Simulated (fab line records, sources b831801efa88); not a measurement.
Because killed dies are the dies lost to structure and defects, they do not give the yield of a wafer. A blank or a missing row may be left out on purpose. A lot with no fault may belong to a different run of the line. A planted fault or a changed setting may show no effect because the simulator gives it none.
fab line records -- flow sky130
[record] lots = 24, wafers = 72, last-day = 50
route steps=708 shown SONOS_ONO@171 LDD_HVN@274 LDD_HVP@287 POLY_CUT@315 SD_N@354
lots that met no fault: from a run of the same line without faults
start-h: hours from the record's opening day to when the first of the lot's shown wafers began -- wait-h: time in hours since the lot's previous step -- " the same as in the row above -- L1.1+2: a row that stands for several wafers -- - value missing, or start not given -- * or withheld: withheld -- < > ~ a bound
route shown NAME@n: names a module that has steps shown in the file, with the first one's number in the route -- usual: mean/standard deviation of fault-free wafers -- same: alike in all rows -- chamber/n: place in a boat -- sites: each site's reading -- _std_site: standard deviation of those values -- _edge_site: inner sites' mean taken away from outer sites' mean -- radius-mm: how far each site lies from the wafer's centre -- mask NAME#n: copy n -- behind: tool/chamber where the wafer was last shaped -- hold: reason for holding the lot/hours on hold/outcome of the hold -- device: transistor that didn't switch, given as n, p or np -- end of line: at the end of the route, the tests of the same wafers -- a step without rows: its recipe alone -- killed: at the first sort, the dies lost to defects and structure; wafer yield is something else -- map: per-die view of a wafer (x killed, . not killed, _ where there is no die)
set.NAME: the setting that was run; set.NAME@STEP: the one run at that earlier step -- model.NAME: the simulator's own value behind a step, which no gauge read
one table for each step of the route and one row for each wafer, over a sample of lots
services: the hour from which a tool's chamber was out of use, counted from the record's first day as start-h (under 0 if before that day), plus the number of hours and why
[[steps]]
[step SKY_SONOS_ONO_THK_MEAS_03]
[recipe] reads = Si3N4_of_SONOS_ONO_CVD_02
[usual] SONOS_ONO_CVD_02_THK = 10.49/0.16
lot.wafer,tool,chamber,start-h,wait-h,SONOS_ONO_CVD_02_THK[nm]
L074.2,film-metro-04,-,251.79,0.0,10.56
L074.3,film-metro-04,-,251.79,0.0,10.58
L074.4,film-metro-04,-,251.79,0.0,10.62
L075.1,film-metro-04,-,260.13,0.0,10.74
L075.3,film-metro-04,-,260.13,0.0,10.85
L075.5,film-metro-04,-,260.13,0.0,10.75
L076.1,film-metro-04,-,267.32,0.0,10.74
L076.2,film-metro-04,-,267.32,0.0,10.58
L076.3,film-metro-04,-,267.32,0.0,10.61
L077.2,film-metro-04,-,276.83,0.0,10.33
L077.3,film-metro-04,-,276.83,0.0,10.41
L077.4,film-metro-04,-,276.83,0.0,10.38
L078.2,film-metro-04,-,285.65,0.0,10.37
L078.3,film-metro-04,-,285.65,0.0,10.36
L078.5,film-metro-04,-,285.65,0.0,10.43
L079.1,film-metro-04,-,292.53,0.0,10.38
L079.3,film-metro-04,-,292.53,0.0,10.38
L079.6,film-metro-04,-,292.53,0.0,10.41
L080.1,film-metro-03,-,303.76,0.0,10.44
L080.3,film-metro-03,-,303.76,0.0,10.40
L080.4,film-metro-03,-,303.76,0.0,10.44
L081.1,film-metro-04,-,307.87,0.0,10.70
L081.3,film-metro-04,-,307.87,0.0,10.61
L081.4,film-metro-04,-,307.87,0.0,10.74
L082.4,film-metro-01,-,320.72,0.0,10.54
L082.5,film-metro-01,-,320.72,0.0,10.61
L082.6,film-metro-01,-,320.72,0.0,10.46
L083.1,film-metro-03,-,326.99,0.0,10.35
L083.2,film-metro-03,-,326.99,0.0,10.46
L083.4,film-metro-03,-,326.99,0.0,10.50
L084.2,film-metro-03,-,331.20,0.0,10.52
L084.5,film-metro-03,-,331.20,0.0,10.52
L084.6,film-metro-03,-,331.20,0.0,10.66
L085.1,film-metro-01,-,343.86,0.0,10.47
L085.4,film-metro-01,-,343.86,0.0,10.58
L085.5,film-metro-01,-,343.86,0.0,10.63
L086.2,film-metro-03,-,350.36,0.0,10.33
L086.3,film-metro-03,-,350.36,0.0,10.35
L086.4,film-metro-03,-,350.36,0.0,10.21
L087.4,film-metro-01,-,361.31,0.0,10.36
L087.5,film-metro-01,-,361.31,0.0,10.49
L087.6,film-metro-01,-,361.31,0.0,10.31
L088.3,film-metro-01,-,371.46,0.0,10.23
L088.5,film-metro-01,-,371.46,0.0,10.13
L088.6,film-metro-01,-,371.46,0.0,10.05
L089.1,film-metro-01,-,372.49,0.0,10.54
L089.3,film-metro-01,-,372.49,0.0,10.45
L089.6,film-metro-01,-,372.49,0.0,10.58
L090.2,film-metro-01,-,382.09,0.0,10.37
L090.3,film-metro-01,-,382.09,0.0,10.31
L090.5,film-metro-01,-,382.09,0.0,10.43
L091.1,film-metro-04,-,387.02,0.0,10.38
L091.2,film-metro-04,-,387.02,0.0,10.47
L091.5,film-metro-04,-,387.02,0.0,10.38
L092.1,film-metro-04,-,392.13,0.0,10.39
L092.3,film-metro-04,-,392.13,0.0,10.59
L092.6,film-metro-04,-,392.13,0.0,10.41
L093.3,film-metro-03,-,405.70,0.0,10.62
L093.5,film-metro-03,-,405.70,0.0,10.56
L093.6,film-metro-03,-,405.70,0.0,10.52
L094.2,film-metro-04,-,412.20,0.0,10.84
L094.3,film-metro-04,-,412.20,0.0,10.74
L094.4,film-metro-04,-,412.20,0.0,10.69
L095.1,film-metro-04,-,422.50,0.0,10.62
L095.5,film-metro-04,-,422.50,0.0,10.45
L095.6,film-metro-04,-,422.50,0.0,10.59
L096.2,film-metro-01,-,426.55,0.0,10.32
L096.4,film-metro-01,-,426.55,0.0,10.49
L096.6,film-metro-01,-,426.55,0.0,10.35
L097.1,film-metro-04,-,434.83,0.0,10.62
L097.3,film-metro-04,-,434.83,0.0,10.63
L097.6,film-metro-04,-,434.83,0.0,10.71
[step SKY_LDD_HVN_OVL_MEAS_07]
[usual] LDD_HVN_OVL = 1.2/1.3
lot.wafer,tool,chamber,start-h,wait-h,LDD_HVN_OVL[nm]
L074.2,overlay-01,-,459.03,0.1,0.8
L074.3,overlay-01,-,459.03,0.1,1.4
L074.4,overlay-01,-,459.03,0.1,0.1
L075.1,overlay-01,-,470.56,0.1,-0.2
L075.3,overlay-01,-,470.56,0.1,0.3
L075.5,overlay-01,-,470.56,0.1,-0.9
L076.1,overlay-02,-,475.93,0.1,1.3
L076.2,overlay-02,-,475.93,0.1,2.0
L076.3,overlay-02,-,475.93,0.1,2.9
L077.2,overlay-02,-,489.33,0.1,-0.1
L077.3,overlay-02,-,489.33,0.1,2.0
L077.4,overlay-02,-,489.33,0.1,1.0
L078.2,overlay-02,-,498.18,0.1,1.8
L078.3,overlay-02,-,498.18,0.1,0.6
L078.5,overlay-02,-,498.18,0.1,1.6
L079.1,overlay-01,-,504.92,0.1,2.1
L079.3,overlay-01,-,504.92,0.1,1.2
L079.6,overlay-01,-,504.92,0.1,1.3
L080.1,overlay-01,-,522.38,0.1,-1.7
L080.3,overlay-01,-,522.38,0.1,-1.1
L080.4,overlay-01,-,522.38,0.1,0.3
L081.1,overlay-02,-,528.33,0.1,1.5
L081.3,overlay-02,-,528.33,0.1,1.2
L081.4,overlay-02,-,528.33,0.1,1.1
L082.4,overlay-01,-,538.43,0.1,1.2
L082.5,overlay-01,-,538.43,0.1,-1.5
L082.6,overlay-01,-,538.43,0.1,1.4
L083.1,overlay-01,-,547.03,0.1,0.6
L083.2,overlay-01,-,547.03,0.1,0.5
L083.4,overlay-01,-,547.03,0.1,2.1
L084.2,overlay-02,-,554.67,0.1,0.6
L084.5,overlay-02,-,554.67,0.1,1.7
L084.6,overlay-02,-,554.67,0.1,1.1
L085.1,overlay-01,-,564.31,0.1,-0.1
L085.4,overlay-01,-,564.31,0.1,2.6
L085.5,overlay-01,-,564.31,0.1,0.5
L086.2,overlay-02,-,574.08,0.1,2.8
L086.3,overlay-02,-,574.08,0.1,2.8
L086.4,overlay-02,-,574.08,0.1,1.0
L087.4,overlay-01,-,585.83,0.1,-1.4
L087.5,overlay-01,-,585.83,0.1,-1.5
L087.6,overlay-01,-,585.83,0.1,-1.4
L089.1,overlay-01,-,593.52,0.1,2.1
L089.3,overlay-01,-,593.52,0.1,0.5
L089.6,overlay-01,-,593.52,0.1,0.6
L088.3,overlay-02,-,593.88,0.1,1.0
L088.5,overlay-02,-,593.88,0.1,-0.2
L088.6,overlay-02,-,593.88,0.1,-0.4
L091.1,overlay-02,-,614.27,0.1,0.6
L091.2,overlay-02,-,614.27,0.1,1.3
L091.5,overlay-02,-,614.27,0.1,0.7
L090.2,overlay-01,-,614.37,0.1,2.3
L090.3,overlay-01,-,614.37,0.1,0.8
L090.5,overlay-01,-,614.37,0.1,3.4
L092.1,overlay-02,-,615.27,0.1,2.1
L092.3,overlay-02,-,615.27,0.1,1.6
L092.6,overlay-02,-,615.27,0.1,1.3
L093.3,overlay-02,-,625.88,0.1,-0.5
L093.5,overlay-02,-,625.88,0.1,1.2
L093.6,overlay-02,-,625.88,0.1,2.7
L094.2,overlay-02,-,631.37,0.1,1.0
L094.3,overlay-02,-,631.37,0.1,-0.1
L094.4,overlay-02,-,631.37,0.1,0.2
L095.1,overlay-02,-,642.17,0.1,2.8
L095.5,overlay-02,-,642.17,0.1,3.6
L095.6,overlay-02,-,642.17,0.1,2.0
L096.2,overlay-01,-,647.52,0.1,3.2
L096.4,overlay-01,-,647.52,0.1,2.7
L096.6,overlay-01,-,647.52,0.1,3.8
L097.1,overlay-02,-,654.82,0.1,1.7
L097.3,overlay-02,-,654.82,0.1,3.3
L097.6,overlay-02,-,654.82,0.1,1.4
[step SKY_LDD_HVP_STRIP_09]
[recipe] chemistry = O2/N2, power-w = 1400, pressure-mtorr = 1500, platen-temp-c = withheld, o2-flow-sccm = 3000, n2-flow-sccm = 300, overash-fraction = 0.5
[usual] drypump-motor-current-A = 6.05/0.22, oes-product-au = 0.409/0.0046, strip-time-to-endpoint-s = 4.137/0.013
lot.wafer,tool,chamber,start-h,wait-h,drypump-motor-current-A,oes-product-au,rf-hours-counter-h,strip-time-to-endpoint-s
L074.2,plasma-asher-04,1,489.91,0.1,5.85,0.405,5,4.140
L074.3,plasma-asher-04,0,489.91,0.1,5.77,0.414,-,4.130
L074.4,plasma-asher-04,1,489.91,0.1,5.87,0.405,-,4.133
L075.1,plasma-asher-01,1,501.51,0.1,6.37,0.407,38,4.139
L075.3,plasma-asher-01,1,501.51,0.1,6.37,0.409,-,4.124
L075.5,plasma-asher-01,0,501.51,0.1,6.05,0.412,-,4.147
L076.1,plasma-asher-03,1,505.90,0.1,6.26,0.408,73,4.130
L076.2,plasma-asher-03,0,505.90,0.1,6.17,0.408,73,4.141
L076.3,plasma-asher-03,1,505.90,0.1,6.27,0.400,-,4.130
L077.2,plasma-asher-04,0,519.36,0.1,5.78,0.407,8,4.121
L077.3,plasma-asher-04,1,519.36,0.1,5.89,0.407,-,4.135
L077.4,plasma-asher-04,0,519.36,0.1,5.74,0.408,-,4.144
L078.2,plasma-asher-04,1,529.40,0.1,5.88,0.409,10,4.169
L078.3,plasma-asher-04,1,529.40,0.1,5.89,0.407,-,4.127
L078.5,plasma-asher-04,1,529.40,0.1,5.88,0.401,-,4.137
L079.1,plasma-asher-03,1,535.26,0.1,6.30,0.405,76,4.127
L079.3,plasma-asher-03,0,535.26,0.1,6.19,0.396,-,4.142
L079.6,plasma-asher-03,0,535.26,0.1,6.20,0.405,-,4.158
L080.1,plasma-asher-04,0,552.71,0.1,5.76,0.404,12,4.126
L080.3,plasma-asher-04,0,552.71,0.1,5.76,0.414,-,4.128
L080.4,plasma-asher-04,1,552.71,0.1,5.88,0.411,-,4.140
L081.1,plasma-asher-01,1,558.75,0.1,6.39,0.412,44,4.137
L081.3,plasma-asher-01,1,558.75,0.1,6.37,0.407,-,4.146
L081.4,plasma-asher-01,0,558.75,0.1,6.00,0.406,-,4.126
L082.4,plasma-asher-01,1,568.89,0.1,6.37,0.415,-,4.135
L082.5,plasma-asher-01,0,568.89,0.1,6.08,0.402,-,4.149
L082.6,plasma-asher-01,1,568.89,0.1,6.37,0.413,-,4.131
L083.1,plasma-asher-04,0,576.00,0.1,5.77,0.408,15,4.139
L083.2,plasma-asher-04,1,576.00,0.1,5.89,0.410,15,4.141
L083.4,plasma-asher-04,1,576.00,0.1,5.89,0.416,-,4.158
L084.2,plasma-asher-01,0,584.00,0.1,6.05,0.408,46,4.156
L084.5,plasma-asher-01,0,584.00,0.1,6.04,0.409,-,4.136
L084.6,plasma-asher-01,1,584.00,0.1,6.35,0.412,-,4.163
L085.1,plasma-asher-04,1,593.26,0.1,5.89,0.405,17,4.145
L085.4,plasma-asher-04,1,593.26,0.1,5.89,0.411,-,4.155
L085.5,plasma-asher-04,0,593.26,0.1,5.77,0.413,-,4.140
L086.2,plasma-asher-03,0,603.31,0.1,6.20,0.410,81,4.123
L086.3,plasma-asher-03,1,603.31,0.1,6.26,0.417,-,4.125
L086.4,plasma-asher-03,0,603.31,0.1,6.17,0.405,-,4.135
L087.4,plasma-asher-04,0,615.78,0.1,5.79,0.413,-,4.155
L087.5,plasma-asher-04,0,615.78,0.1,5.80,0.413,-,4.149
L087.6,plasma-asher-04,1,615.78,0.1,5.87,0.407,-,4.157
L089.1,plasma-asher-03,0,623.00,0.1,6.19,0.414,83,4.127
L089.3,plasma-asher-03,0,623.00,0.1,6.20,0.418,-,4.110
L089.6,plasma-asher-03,1,623.00,0.1,6.28,0.410,-,4.140
L088.3,plasma-asher-01,1,623.63,0.1,6.36,0.412,-,4.128
L088.5,plasma-asher-01,1,623.63,0.1,6.39,0.414,-,4.133
L088.6,plasma-asher-01,0,623.63,0.1,6.03,0.405,-,4.116
L091.1,plasma-asher-01,1,643.31,0.1,6.36,0.407,52,4.123
L091.2,plasma-asher-01,0,643.31,0.1,6.04,0.412,52,4.157
L091.5,plasma-asher-01,0,643.31,0.1,6.04,0.412,-,4.126
L090.2,plasma-asher-04,1,643.61,0.1,5.89,0.403,22,4.131
L090.3,plasma-asher-04,0,643.61,0.1,5.78,0.412,-,4.122
L090.5,plasma-asher-04,1,643.61,0.1,5.88,0.407,-,4.140
L092.1,plasma-asher-01,1,644.26,0.1,6.39,0.406,52,4.135
L092.3,plasma-asher-01,0,644.26,0.1,6.03,0.403,-,4.123
L092.6,plasma-asher-01,0,644.26,0.1,6.02,0.415,-,4.133
L093.3,plasma-asher-03,0,653.83,0.1,6.17,0.407,-,4.122
L093.5,plasma-asher-03,0,653.83,0.1,6.17,0.414,-,4.141
L093.6,plasma-asher-03,1,653.83,0.1,6.28,0.410,-,4.127
L094.2,plasma-asher-03,1,659.41,0.1,6.29,0.412,85,4.127
L094.3,plasma-asher-03,0,659.41,0.1,6.21,0.406,-,4.145
L094.4,plasma-asher-03,1,659.41,0.1,6.28,0.406,-,4.139
L095.1,plasma-asher-04,0,669.60,0.1,5.78,0.408,25,4.123
L095.5,plasma-asher-04,1,669.60,0.1,5.85,0.406,-,4.136
L095.6,plasma-asher-04,0,669.60,0.1,5.75,0.412,-,4.133
L096.2,plasma-asher-01,1,676.25,0.1,6.37,0.410,55,4.137
L096.4,plasma-asher-01,1,676.25,0.1,6.37,0.404,-,4.130
L096.6,plasma-asher-01,0,676.25,0.1,6.03,0.404,-,4.151
L097.1,plasma-asher-04,1,682.46,0.1,5.92,0.408,26,4.132
L097.3,plasma-asher-04,0,682.46,0.1,5.75,0.413,-,4.146
L097.6,plasma-asher-04,1,682.46,0.1,5.92,0.409,-,4.144
[step SKY_POLY_CUT_CD_MEAS_08]
[recipe] target-cd-nm = 270
[usual] cd-nm = 269.8/1.5
lot.wafer,tool,chamber,start-h,wait-h,cd-nm
L074.2,cd-sem-02,-,553.20,-,267.5
L074.3,cd-sem-02,-,553.20,-,268.1
L074.4,cd-sem-02,-,553.20,-,267.7
L075.1,cd-sem-01,-,564.47,-,269.6
L075.3,cd-sem-01,-,564.47,-,272.1
L075.5,cd-sem-01,-,564.47,-,269.9
L076.1,cd-sem-02,-,568.37,-,267.5
L076.2,cd-sem-02,-,568.37,-,268.3
L076.3,cd-sem-02,-,568.37,-,269.1
L077.2,cd-sem-02,-,582.99,-,270.4
L077.3,cd-sem-02,-,582.99,-,270.4
L077.4,cd-sem-02,-,582.99,-,269.4
L078.2,cd-sem-02,-,592.14,-,271.7
L078.3,cd-sem-02,-,592.14,-,272.7
L078.5,cd-sem-02,-,592.14,-,272.4
L079.1,cd-sem-02,-,595.57,-,271.7
L079.3,cd-sem-02,-,595.57,-,272.5
L079.6,cd-sem-02,-,595.57,-,271.5
L080.1,cd-sem-01,-,613.37,-,268.4
L080.3,cd-sem-01,-,613.37,-,266.9
L080.4,cd-sem-01,-,613.37,-,269.1
L081.1,cd-sem-01,-,619.82,-,269.1
L081.3,cd-sem-01,-,619.82,-,268.5
L081.4,cd-sem-01,-,619.82,-,268.2
L082.4,cd-sem-01,-,627.63,-,271.7
L082.5,cd-sem-01,-,627.63,-,272.4
L082.6,cd-sem-01,-,627.63,-,272.0
L083.1,cd-sem-02,-,635.14,-,268.9
L083.2,cd-sem-02,-,635.14,-,268.7
L083.4,cd-sem-02,-,635.14,-,271.0
L084.2,cd-sem-01,-,643.74,-,270.1
L084.5,cd-sem-01,-,643.74,-,269.9
L084.6,cd-sem-01,-,643.74,-,268.6
L085.1,cd-sem-01,-,652.42,-,267.2
L085.4,cd-sem-01,-,652.42,-,269.9
L085.5,cd-sem-01,-,652.42,-,269.1
L086.2,cd-sem-01,-,662.09,-,268.7
L086.3,cd-sem-01,-,662.09,-,268.6
L086.4,cd-sem-01,-,662.09,-,269.0
L087.4,cd-sem-02,-,675.64,-,268.0
L087.5,cd-sem-02,-,675.64,-,268.7
L087.6,cd-sem-02,-,675.64,-,267.7
L089.1,cd-sem-01,-,681.77,-,270.7
L089.3,cd-sem-01,-,681.77,-,270.2
L089.6,cd-sem-01,-,681.77,-,271.4
L088.3,cd-sem-01,-,683.86,-,268.2
L088.5,cd-sem-01,-,683.86,-,269.2
L088.6,cd-sem-01,-,683.86,-,268.6
L091.1,cd-sem-01,-,701.87,-,268.4
L091.2,cd-sem-01,-,701.87,-,269.3
L091.5,cd-sem-01,-,701.87,-,268.8
L092.1,cd-sem-02,-,702.73,-,267.9
L092.3,cd-sem-02,-,702.73,-,268.8
L092.6,cd-sem-02,-,702.73,-,268.2
L090.2,cd-sem-01,-,703.10,-,271.5
L090.3,cd-sem-01,-,703.10,-,272.9
L090.5,cd-sem-01,-,703.10,-,270.6
L093.3,cd-sem-01,-,711.76,-,268.9
L093.5,cd-sem-01,-,711.76,-,268.2
L093.6,cd-sem-01,-,711.76,-,267.5
L094.2,cd-sem-02,-,719.00,-,271.2
L094.3,cd-sem-02,-,719.00,-,270.3
L094.4,cd-sem-02,-,719.00,-,269.2
L095.1,cd-sem-02,-,729.47,-,270.1
L095.5,cd-sem-02,-,729.47,-,271.1
L095.6,cd-sem-02,-,729.47,-,272.2
L096.2,cd-sem-01,-,733.15,-,270.2
L096.4,cd-sem-01,-,733.15,-,271.2
L096.6,cd-sem-01,-,733.15,-,270.3
L097.1,cd-sem-02,-,740.62,-,268.9
L097.3,cd-sem-02,-,740.62,-,269.5
L097.6,cd-sem-02,-,740.62,-,270.1
[step SKY_POLY_CUT_OVL_MEAS_09]
[usual] POLY_CUT_OVL = -3/5.5
lot.wafer,tool,chamber,start-h,wait-h,POLY_CUT_OVL[nm]
L074.2,overlay-01,-,553.30,0.1,2
L074.3,overlay-01,-,553.30,0.1,-1
L074.4,overlay-01,-,553.30,0.1,5
L075.1,overlay-01,-,564.59,0.1,-10
L075.3,overlay-01,-,564.59,0.1,-12
L075.5,overlay-01,-,564.59,0.1,-4
L076.1,overlay-01,-,568.49,0.1,-8
L076.2,overlay-01,-,568.49,0.1,-3
L076.3,overlay-01,-,568.49,0.1,-2
L077.2,overlay-02,-,583.10,0.1,0
L077.3,overlay-02,-,583.10,0.1,-7
L077.4,overlay-02,-,583.10,0.1,-2
L078.2,overlay-02,-,592.25,0.1,2
L078.3,overlay-02,-,592.25,0.1,3
L078.5,overlay-02,-,592.25,0.1,5
L079.1,overlay-01,-,595.69,0.1,-7
L079.3,overlay-01,-,595.69,0.1,-4
L079.6,overlay-01,-,595.69,0.1,0
L080.1,overlay-02,-,613.49,0.1,-2
L080.3,overlay-02,-,613.49,0.1,5
L080.4,overlay-02,-,613.49,0.1,-2
L081.1,overlay-01,-,619.94,0.1,-14
L081.3,overlay-01,-,619.94,0.1,-5
L081.4,overlay-01,-,619.94,0.1,-9
L082.4,overlay-02,-,627.71,0.1,1
L082.5,overlay-02,-,627.71,0.1,-8
L082.6,overlay-02,-,627.71,0.1,-8
L083.1,overlay-02,-,635.26,0.1,0
L083.2,overlay-02,-,635.26,0.1,-2
L083.4,overlay-02,-,635.26,0.1,-7
L084.2,overlay-02,-,643.85,0.1,-4
L084.5,overlay-02,-,643.85,0.1,-1
L084.6,overlay-02,-,643.85,0.1,0
L085.1,overlay-01,-,652.54,0.1,-3
L085.4,overlay-01,-,652.54,0.1,-4
L085.5,overlay-01,-,652.54,0.1,-5
L086.2,overlay-02,-,662.20,0.1,2
L086.3,overlay-02,-,662.20,0.1,7
L086.4,overlay-02,-,662.20,0.1,3
L087.4,overlay-01,-,675.72,0.1,-8
L087.5,overlay-01,-,675.72,0.1,-7
L087.6,overlay-01,-,675.72,0.1,-5
L089.1,overlay-01,-,681.89,0.1,-3
L089.3,overlay-01,-,681.89,0.1,-5
L089.6,overlay-01,-,681.89,0.1,-5
L088.3,overlay-02,-,683.96,0.1,-6
L088.5,overlay-02,-,683.96,0.1,-11
L088.6,overlay-02,-,683.96,0.1,-7
L091.1,overlay-02,-,701.99,0.1,6
L091.2,overlay-02,-,701.99,0.1,6
L091.5,overlay-02,-,701.99,0.1,2
L092.1,overlay-02,-,702.85,0.1,2
L092.3,overlay-02,-,702.85,0.1,-1
L092.6,overlay-02,-,702.85,0.1,0
L090.2,overlay-01,-,703.20,0.1,-5
L090.3,overlay-01,-,703.20,0.1,-13
L090.5,overlay-01,-,703.20,0.1,-7
L093.3,overlay-02,-,711.85,0.1,-3
L093.5,overlay-02,-,711.85,0.1,2
L093.6,overlay-02,-,711.85,0.1,-8
L094.2,overlay-02,-,719.10,0.1,-4
L094.3,overlay-02,-,719.10,0.1,-9
L094.4,overlay-02,-,719.10,0.1,-6
L095.1,overlay-02,-,729.59,0.1,2
L095.5,overlay-02,-,729.59,0.1,-2
L095.6,overlay-02,-,729.59,0.1,-3
L096.2,overlay-01,-,733.25,0.1,7
L096.4,overlay-01,-,733.25,0.1,-3
L096.6,overlay-01,-,733.25,0.1,0
L097.1,overlay-01,-,740.74,0.1,-11
L097.3,overlay-01,-,740.74,0.1,-11
L097.6,overlay-01,-,740.74,0.1,-8
[step SKY_SD_N_TW_MEAS_12]
[usual] SD_N_TW = 3990/62
lot.wafer,tool,chamber,start-h,wait-h,SD_N_TW
L074.2,film-metro-02,-,641.43,0.1,4096
L074.3,film-metro-02,-,641.43,0.1,4086
L074.4,film-metro-02,-,641.43,0.1,4118
L075.1,film-metro-02,-,651.27,0.1,4032
L075.3,film-metro-02,-,651.27,0.1,4021
L075.5,film-metro-02,-,651.27,0.1,4034
L076.1,film-metro-01,-,655.55,0.1,3957
L076.2,film-metro-01,-,655.55,0.1,3958
L076.3,film-metro-01,-,655.55,0.1,3973
L077.2,film-metro-03,-,669.29,0.1,3942
L077.3,film-metro-03,-,669.29,0.1,3946
L077.4,film-metro-03,-,669.29,0.1,3936
L078.2,film-metro-02,-,678.78,0.1,4096
L078.3,film-metro-02,-,678.78,0.1,4061
L078.5,film-metro-02,-,678.78,0.1,4097
L079.1,film-metro-02,-,681.12,0.1,4101
L079.3,film-metro-02,-,681.12,0.1,4120
L079.6,film-metro-02,-,681.12,0.1,4106
L080.1,film-metro-02,-,697.83,0.1,4062
L080.3,film-metro-02,-,697.83,0.1,4084
L080.4,film-metro-02,-,697.83,0.1,4084
L081.1,film-metro-01,-,706.07,0.1,3934
L081.3,film-metro-01,-,706.07,0.1,3963
L081.4,film-metro-01,-,706.07,0.1,3956
L082.4,film-metro-01,-,711.96,0.1,3943
L082.5,film-metro-01,-,711.96,0.1,3938
L082.6,film-metro-01,-,711.96,0.1,3958
L083.1,film-metro-01,-,720.12,0.1,3952
L083.2,film-metro-01,-,720.12,0.1,3933
L083.4,film-metro-01,-,720.12,0.1,3931
L084.2,film-metro-03,-,727.99,0.1,3958
L084.5,film-metro-03,-,727.99,0.1,3950
L084.6,film-metro-03,-,727.99,0.1,3962
L085.1,film-metro-03,-,737.13,0.1,3964
L085.4,film-metro-03,-,737.13,0.1,3961
L085.5,film-metro-03,-,737.13,0.1,3961
L086.2,film-metro-02,-,746.20,0.1,4108
L086.3,film-metro-02,-,746.20,0.1,4091
L086.4,film-metro-02,-,746.20,0.1,4116
L087.4,film-metro-02,-,759.80,0.1,4084
L087.5,film-metro-02,-,759.80,0.1,4075
L087.6,film-metro-02,-,759.80,0.1,4084
L089.1,film-metro-03,-,765.12,0.1,3930
L089.3,film-metro-03,-,765.12,0.1,3935
L089.6,film-metro-03,-,765.12,0.1,3939
L088.3,film-metro-03,-,766.85,0.1,3972
L088.5,film-metro-03,-,766.85,0.1,3976
L088.6,film-metro-03,-,766.85,0.1,3977
L091.1,film-metro-01,-,784.28,0.1,3945
L091.2,film-metro-01,-,784.28,0.1,3955
L091.5,film-metro-01,-,784.28,0.1,3940
L092.1,film-metro-03,-,786.47,0.1,3949
L092.3,film-metro-03,-,786.47,0.1,3972
L092.6,film-metro-03,-,786.47,0.1,3981
L090.2,film-metro-03,-,787.08,0.1,3960
L090.3,film-metro-03,-,787.08,0.1,3946
L090.5,film-metro-03,-,787.08,0.1,3967
L093.3,film-metro-03,-,793.44,0.1,3960
L093.5,film-metro-03,-,793.44,0.1,3958
L093.6,film-metro-03,-,793.44,0.1,3933
L094.2,film-metro-01,-,800.83,0.1,3968
L094.3,film-metro-01,-,800.83,0.1,3976
L094.4,film-metro-01,-,800.83,0.1,3976
L095.1,film-metro-03,-,810.83,0.1,3935
L095.5,film-metro-03,-,810.83,0.1,3937
L095.6,film-metro-03,-,810.83,0.1,3935
L096.2,film-metro-01,-,813.64,0.1,3927
L096.4,film-metro-01,-,813.64,0.1,3953
L096.6,film-metro-01,-,813.64,0.1,3939
L097.1,film-metro-03,-,821.97,0.1,3935
L097.3,film-metro-03,-,821.97,0.1,3940
L097.6,film-metro-03,-,821.97,0.1,3938
[[services]]
tool,chamber,start-h,hours,kind
plasma-asher-01,-,535.73,2.8,pm
plasma-asher-03,-,549.81,15.6,pm
plasma-asher-01,-,610.56,3.6,repair
plasma-asher-03,-,639.08,14.6,pm
[[key]]
fault none
